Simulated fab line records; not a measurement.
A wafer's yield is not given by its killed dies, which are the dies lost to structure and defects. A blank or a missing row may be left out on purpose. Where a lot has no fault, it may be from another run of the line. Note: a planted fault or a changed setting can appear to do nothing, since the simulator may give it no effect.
Comparing a struck lot with a sound one || flow sky130 || 22 steps out of a route of 708
Sound: these wafers, L314.1, L314.3, L314.6. Struck: wafer L300.4; the same lot's L300.6 was not struck, so it is left out; see the end for the cause.
For every step that has rows: the tool of each side, followed by ch and its chambers, followed by its first start. Under that, the readings that differ: sound wafers || struck wafers || difference of the means || sigmas: that difference in standard deviations of wafers without a fault.
alike: words and numbers the same on both sides, and readings whose means are apart by under 2 such deviations; not compared: readings that were withheld, readings missing a value for some wafer, numbers with overlapping values and no deviation given by the record, and bounds like >300 which may hide the same value.
A row with sigmas, a row that says differs or no value, or rows on one side alone: a step with any of these is where the two part. When numbers do not overlap yet have no deviation, they are printed without sigmas and do not part them. A reading that every wafer of one side lacks parts them only if that side has two wafers or more.

first, 1 step without rows for these wafers: SKY_CAPM_DEVELOP_11 (develop time 60 s).
SKY_CAPM_OVL_MEAS_12:
  sound: overlay-02 at day 43 07:47; struck: overlay-01 at day 39 19:40
  alike: CAPM_OVL
SKY_CAPM_METAL_ETCH_13: etches TiN in Cl2/BCl3, stops on SiO2, target depth 220 nm, time 62.9 s.
  sound on rieMetal-04 ch 0,1, day 43 07:49; struck on rieMetal-03 ch 1, day 39 19:43
  alike: chamberPressureMTorr, drypumpMotorCurrentA, oesProductAu, throttleValvePct
  not compared: rfHoursCounterH
SKY_CAPM_STRIP_14: strips in O2/N2.
  sound on plasmaAsher-01 ch 0,1, day 43 07:53; struck on plasmaAsher-01 ch 1, day 39 19:47
{"reading": "oesProductAu (a.u.)", "sound": "0.708 0.715 0.707", "struck": 0.699, "difference": -0.011, "sigmas": -3}
  alike: chamberPressureMTorr, drypumpMotorCurrentA, stripTimeToEndpointS
  not compared: rfHoursCounterH
then, 8 steps without rows for these wafers: SKY_CAPM_STRIP_15 (strips in post etch residue remover, time 1200 s); SKY_CAPM_CLEAN_16 (cleans in IPA, time 180 s); SKY_CAPM_CLEAN_17 (cleans in O3/DIW); SKY_METAL3_DEHYDRATE_05 (time 60 s); SKY_METAL3_HMDS_06 (prime time 60 s); SKY_METAL3_COAT_07 (resist thk 60 nm); SKY_METAL3_COAT_08 (resist thk 1140 nm); SKY_METAL3_SOFTBAKE_09 (time 90 s).
SKY_METAL3_EXPOSE_10: exposes mask MM3, target cd 300 nm.
  sound on krfScanner-02 ch 0, day 43 19:31; struck on krfScanner-01 ch 0, day 40 08:20
  alike: mask, exposureDoseMJCm2
then, 2 steps without rows for these wafers: SKY_METAL3_PEB_11; SKY_METAL3_DEVELOP_12 (develop time 60 s).
SKY_METAL3_CD_MEAS_13: the cd target is 300 nm.
  sound: cdSem-01 at day 44 06:50; struck: cdSem-01 at day 40 20:38
{"reading": "cdNm (nm)", "sound": "298.0 298.5 298.6", "struck": 290.5, "difference": -7.9, "sigmas": -6}
SKY_METAL3_OVL_MEAS_14:
  sound: overlay-01 at day 44 06:57; struck: overlay-02 at day 40 20:43
  alike: METAL3_OVL
SKY_METAL3_DESCUM_15: chemistry O2, time 8 s.
  sound on rieMetal-03 ch 0,1, day 44 06:59; struck on rieMetal-03 ch 1, day 40 20:45
{"reading": "model.METAL3.cdNm (nm)", "sound": "297.6 299.2 298.7", "struck": 290.5, "difference": -8.0, "sigmas": ""}
  alike: chamberPressureMTorr, drypumpMotorCurrentA, oesProductAu
  not compared: rfHoursCounterH
SKY_METAL3_ETCH_16: etches BARC in N2/H2, stops on SiO2, time 88.2 s, target depth 60 nm.
  sound on rieMetal-03 ch 0,1, day 44 07:01; struck on rieMetal-03 ch 1, day 40 20:48
  alike: chamberPressureMTorr, drypumpMotorCurrentA, oesProductAu, throttleValvePct
  not compared: rfHoursCounterH
SKY_METAL3_ETCH_17: etches SiO2 in C4F8/O2/Ar, stops on TiN, time 3.9 s, target depth 15 nm.
  sound on rieDiel-02 ch 1,2, day 44 07:07; struck on rieDiel-01 ch 3, day 40 20:52
  alike: chamberPressureMTorr, oesProductAu
SKY_METAL3_METAL_ETCH_18: etches the open film in Cl2/BCl3, stops on SiO2, target depth 845 nm, time 183.1 s.
  sound on rieMetal-02 ch 0, day 44 07:08; struck on rieMetal-02 ch 1, day 40 20:57
{"reading": "model.METAL3.cdNm (nm)", "sound": "306.5 304.9 305.4", "struck": 287.2, "difference": -18.4, "sigmas": ""}
  alike: chamberPressureMTorr, drypumpMotorCurrentA, oesProductAu, throttleValvePct
  not compared: rfHoursCounterH
SKY_METAL3_STRIP_19: strips in O2/N2.
  sound on plasmaAsher-03 ch 0,1, day 44 07:19; struck on plasmaAsher-02 ch 1, day 40 21:06
{"reading": "stripTimeToEndpointS (s)", "sound": "6.34 6.37 6.34", "struck": 6.62, "difference": "+0.27", "sigmas": "+3"}
  alike: chamberPressureMTorr, drypumpMotorCurrentA, oesProductAu
  not compared: rfHoursCounterH

WHERE THEY PART
Earliest at SKY_CAPM_STRIP_14; latest, in this record, at SKY_METAL3_STRIP_19.

WHY: what had been put in by the simulator
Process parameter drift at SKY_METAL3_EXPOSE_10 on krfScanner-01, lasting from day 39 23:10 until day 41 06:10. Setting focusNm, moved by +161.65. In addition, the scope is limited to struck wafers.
